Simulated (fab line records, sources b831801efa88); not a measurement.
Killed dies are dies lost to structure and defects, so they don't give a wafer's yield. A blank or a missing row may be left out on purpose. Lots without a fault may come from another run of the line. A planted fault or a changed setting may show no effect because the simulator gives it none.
fab line records | flow gf180mcu | part 2 of 2: steps 26 to 36 of 36
record lots=5 wafers=15 last_day=33
route steps=602 shown V4@489 MIM@503
lots that met no fault: from a run of the same line without faults
start_h: hours from the record's first day to the start of the lot's first wafer shown | wait_h: hours since the lot's step before | " the same as in the row above | L1.1+2: a row that stands for several wafers | - no value, or no start given | * or withheld: withheld | < > ~ a bound
route shown NAME@n: a module of which the file shows steps, and the number in the route of the first | usual: mean/standard deviation of fault-free wafers | same: alike in all rows | chamber/n: place in a boat | sites: the reading at each site | _std_site: their standard deviation | _edge_site: outer sites' mean less inner sites' | radius_mm: how far each site lies from the wafer's centre | mask NAME#n: copy n | behind: the tool/chamber that last shaped the wafer | hold: why the lot was held/for how many hours/how that ended | device: the transistor (n, p or np) that didn't switch | end of line: the same wafers' tests at the end of the route | a step without rows: its recipe alone | killed: dies lost to structure and defects at the first sort, not the wafer's yield | map: a wafer's dies, x killed, . not, _ none there
set.NAME: the setting as run; set.NAME@STEP: as run at that earlier step | model.NAME: the simulator's own value behind a step, which no gauge read
lots at some steps of the route; a table a step, a row a wafer
services: from which hour (start_h, from the record's first day; less than 0 if before it) a tool's chamber was out of use, for how many hours, and why
## steps
# step GF_MIM_THK_MEAS_11
# recipe thk_meas_gauge=xrf reads=AlCu_of_MIM_SPUTTER_08
# usual MIM_ALCU_THK=200.6/2
# columns lot.wafer tool chamber start_h wait_h MIM_ALCU_THK[nm]
L078.1 film_metro-03 - 599.63 0.1 199.8
L078.3 " - " " 200.2
L078.4 " - " " 199.4
L079.1 film_metro-03 - 611.72 0.1 200.8
L079.2 " - " " 204.3
L079.3 " - " " 201.4
L085.1 film_metro-03 - 647.49 0.1 202.6
L085.2 " - " " 199.0
L085.5 " - " " 201.0
L092.2 film_metro-01 - 699.04 0.1 199.5
L092.3 " - " " 200.7
L092.4 " - " " 202.4
L093.1 film_metro-03 - 705.18 0.1 203.9
L093.2 " - " " 202.5
L093.3 " - " " 202.0
# step GF_MIM_DEHYDRATE_12
# recipe temp_c=200 time_s=60
# columns lot.wafer tool chamber start_h wait_h
L078.1+3+4 litho_track-02 0 609.63 10.0
L079.1+2+3 litho_track-04 0 621.13 9.4
L085.1+2+5 litho_track-02 0 657.38 9.9
L092.2+3+4 litho_track-01 0 706.88 7.8
L093.1+2+3 litho_track-02 0 713.18 8.0
# step GF_MIM_HMDS_13
# recipe prime_time_s=60 prime_temp_c=120
# columns lot.wafer tool chamber start_h wait_h
L078.1+3+4 litho_track-02 0 609.78 0.1
L079.1+2+3 litho_track-04 0 621.28 0.1
L085.1+2+5 litho_track-02 0 657.53 0.1
L092.2+3+4 litho_track-01 0 707.03 0.1
L093.1+2+3 litho_track-02 0 713.33 0.1
# step GF_MIM_COAT_14
# recipe resist=NOVOLAK spin_rpm=3000 resist_thk_nm=1000
# columns lot.wafer tool chamber start_h wait_h
L078.1+3+4 litho_track-02 0 609.93 0.1
L079.1+2+3 litho_track-04 0 621.43 0.1
L085.1+2+5 litho_track-02 0 657.68 0.1
L092.2+3+4 litho_track-01 0 707.18 0.1
L093.1+2+3 litho_track-02 0 713.48 0.1
# step GF_MIM_SOFTBAKE_15
# recipe temp_c=90 time_s=60 resist=NOVOLAK
# columns lot.wafer tool chamber start_h wait_h
L078.1+3+4 litho_track-02 0 610.08 0.1
L079.1+2+3 litho_track-04 0 621.58 0.1
L085.1+2+5 litho_track-02 0 657.83 0.1
L092.2+3+4 litho_track-01 0 707.33 0.1
L093.1+2+3 litho_track-02 0 713.63 0.1
# step GF_MIM_EXPOSE_16
# recipe mask_id=FuseTop target_cd_nm=2000 na=0.6 source_shape=conventional sigma_outer=0.6 dose_mj=140
# usual focus_offset_nm=0.1/0.62
# columns lot.wafer tool chamber start_h wait_h mask focus_offset_nm
L078.1 iline_stepper-01 0 - - FuseTop#0 -0.2
L078.3 " 0 " " FuseTop#0 1.6
L078.4 " 0 " " FuseTop#0 0.4
L079.1 iline_stepper-02 0 - - FuseTop#0 0.7
L079.2 " 0 " " FuseTop#0 0.0
L079.3 " 0 " " FuseTop#0 -0.3
L085.1 iline_stepper-02 0 - - FuseTop#0 -0.7
L085.2 " 0 " " FuseTop#0 0.6
L085.5 " 0 " " FuseTop#0 -0.1
L092.2 iline_stepper-01 0 - - FuseTop#0 -0.1
L092.3 " 0 " " FuseTop#0 -0.9
L092.4 " 0 " " FuseTop#0 -0.6
L093.1 iline_stepper-01 0 - - FuseTop#0 -0.4
L093.2 " 0 " " FuseTop#0 0.4
L093.3 " 0 " " FuseTop#0 0.5
# step GF_MIM_PEB_17
# recipe temp_c=withheld time_s=* resist=NOVOLAK
# columns lot.wafer tool chamber start_h wait_h
L078.1+3+4 litho_track-01 0 - -
L079.1+2+3 litho_track-02 0 - -
L085.1+2+5 litho_track-02 0 - -
L092.2+3+4 litho_track-04 0 - -
L093.1+2+3 litho_track-02 0 - -
# step GF_MIM_DEVELOP_18
# recipe develop_time_s=60 dev_temp_c=23
# same develop_time_s=60
# columns lot.wafer tool chamber start_h wait_h
L078.1+3+4 litho_track-01 0 620.51 0.1
L079.1+2+3 litho_track-02 0 632.18 0.1
L085.1+2+5 litho_track-02 0 666.78 0.1
L092.2+3+4 litho_track-04 0 716.26 0.1
L093.1+2+3 litho_track-02 0 722.78 0.1
# step GF_MIM_METAL_ETCH_19
# recipe chemistry=Cl2/BCl3 mask_material=NOVOLAK stop_on=Si3N4 target_depth_nm=324.5 pressure_mtorr=8 icp_w=800 bias_w=140 Cl2_flow_sccm=80 bcl3_flow_sccm=40 time_s=54.1
# usual drypump_motor_current_A=5.6/0.7 he_backside_leak_sccm=3.27/0.23 oes_product_au=0.941/0.0061 throttle_valve_pct=28.284/0.01
# columns lot.wafer tool chamber start_h wait_h drypump_motor_current_A he_backside_leak_sccm oes_product_au rf_hours_counter_h throttle_valve_pct
L078.1 rie_metal-02 1 620.66 0.1 4.7 3.06 0.936 2 28.277
L078.3 " 0 " " 6.1 3.17 0.940 - 28.293
L078.4 " 1 " " 4.7 3.06 0.939 - 28.290
L079.1 rie_metal-01 1 632.33 0.1 5.2 3.50 0.940 5 28.272
L079.2 " 0 " " 5.6 3.13 0.945 5 28.276
L079.3 " 1 " " 5.2 3.44 0.939 - 28.272
L085.1 rie_metal-02 0 666.93 0.1 6.0 3.31 0.949 13 28.278
L085.2 " 1 " " 4.7 3.28 0.937 4 28.274
L085.5 " 1 " " 4.7 3.28 0.943 - 28.293
L092.2 rie_metal-01 0 716.38 0.1 5.6 3.03 0.939 9 28.287
L092.3 " 1 " " 5.2 3.32 0.944 - 28.281
L092.4 " 0 " " 5.6 3.14 0.940 - 28.288
L093.1 rie_metal-04 1 722.93 0.1 6.6 3.20 0.940 8 28.267
L093.2 " 0 " " 6.0 3.28 0.945 15 28.257
L093.3 " 0 " " 6.1 3.24 0.950 - 28.283
# step GF_MIM_STRIP_20
# recipe chemistry=O2/N2 power_w=1400 pressure_mtorr=1500 platen_temp_c=250 o2_flow_sccm=3000 n2_flow_sccm=300 overash_fraction=0.5
# usual drypump_motor_current_A=5.8/0.32 heater_power_w=331/23 oes_product_au=0.692/0.0046 strip_time_to_endpoint_s=11.22/0.044
# same overash_fraction=0.5
# columns lot.wafer tool chamber start_h wait_h drypump_motor_current_A heater_power_w oes_product_au rf_hours_counter_h strip_time_to_endpoint_s
L078.1 plasma_asher-01 1 620.73 0.0 5.9 366 0.697 54 11.19
L078.3 " 1 " " 5.9 372 0.691 - 11.23
L078.4 " 0 " " 5.8 307 0.691 - 11.25
L079.1 plasma_asher-01 0 632.40 0.0 5.8 304 0.699 56 11.25
L079.2 " 1 " " 5.9 360 0.692 56 11.25
L079.3 " 1 " " 5.9 372 0.695 - 11.17
L085.1 plasma_asher-01 0 667.00 0.0 5.8 309 0.688 59 11.15
L085.2 " 1 " " 5.9 374 0.699 59 11.24
L085.5 " 0 " " 5.8 310 0.698 - 11.24
L092.2 plasma_asher-03 0 716.45 0.0 4.9 331 0.692 29 11.22
L092.3 " 1 " " 6.0 324 0.692 - 11.29
L092.4 " 0 " " 4.9 327 0.686 - 11.23
L093.1 plasma_asher-01 1 723.00 0.0 5.9 368 0.692 65 11.15
L093.2 " 0 " " 5.8 314 0.690 65 11.18
L093.3 " 0 " " 5.8 310 0.702 - 11.23
# step GF_MIM_STRIP_21
# recipe chemistry=post_etch_residue_remover time_s=1200 temp_c=72.5
# usual temp_c=72.48/0.11
# columns lot.wafer tool chamber start_h wait_h temp_c
L078.1 wet_bench-04 3 620.83 0.1 72.33
L078.3 " 3 " " 72.74
L078.4 " 3 " " 72.57
L079.1 wet_bench-04 3 632.50 0.1 72.56
L079.2 " 3 " " 72.48
L079.3 " 3 " " 72.51
L085.1 wet_bench-01 1 667.10 0.1 72.55
L085.2 " 1 " " 72.51
L085.5 " 1 " " 72.30
L092.2 wet_bench-01 2 716.55 0.1 72.61
L092.3 " 2 " " 72.50
L092.4 " 2 " " 72.50
L093.1 wet_bench-01 1 723.10 0.1 72.62
L093.2 " 1 " " 72.61
L093.3 " 1 " " 72.38
## services
# columns tool chamber start_h hours kind
plasma_asher-03 - 575.32 0.4 repair
cvd_w-02 - 578.24 6.0 pm
iline_stepper-01 - 578.74 1.7 pm
cmp-01 - 579.03 9.4 pm
cmp-02 - 589.18 2.1 repair
wet_bench-03 - 592.61 20.6 pm
pvd_sputter-01 - 601.01 10.2 repair
plasma_asher-01 - 604.46 0.5 repair
pvd_sputter-03 - 612.93 8.6 repair
pvd_sputter-03 - 613.28 2.6 repair
cmp-02 - 617.51 6.6 pm
rie_diel-03 - 620.64 0.9 repair
wet_bench-01 - 626.03 1.9 pm
cmp-02 - 629.75 2.3 repair
pvd_sputter-03 - 630.12 8.2 repair
cmp-02 - 632.67 6.2 pm
cvd_w-02 - 636.48 0.7 repair
plasma_asher-04 - 649.61 1.4 repair
plasma_asher-01 - 658.55 5.1 repair
cmp-02 - 664.18 1.5 repair
rie_diel-03 - 685.67 0.2 repair
wet_bench-01 - 705.80 2.6 repair
cvd_w-02 1 714.16 9.1 repair
rie_diel-03 - 716.76 14.6 pm
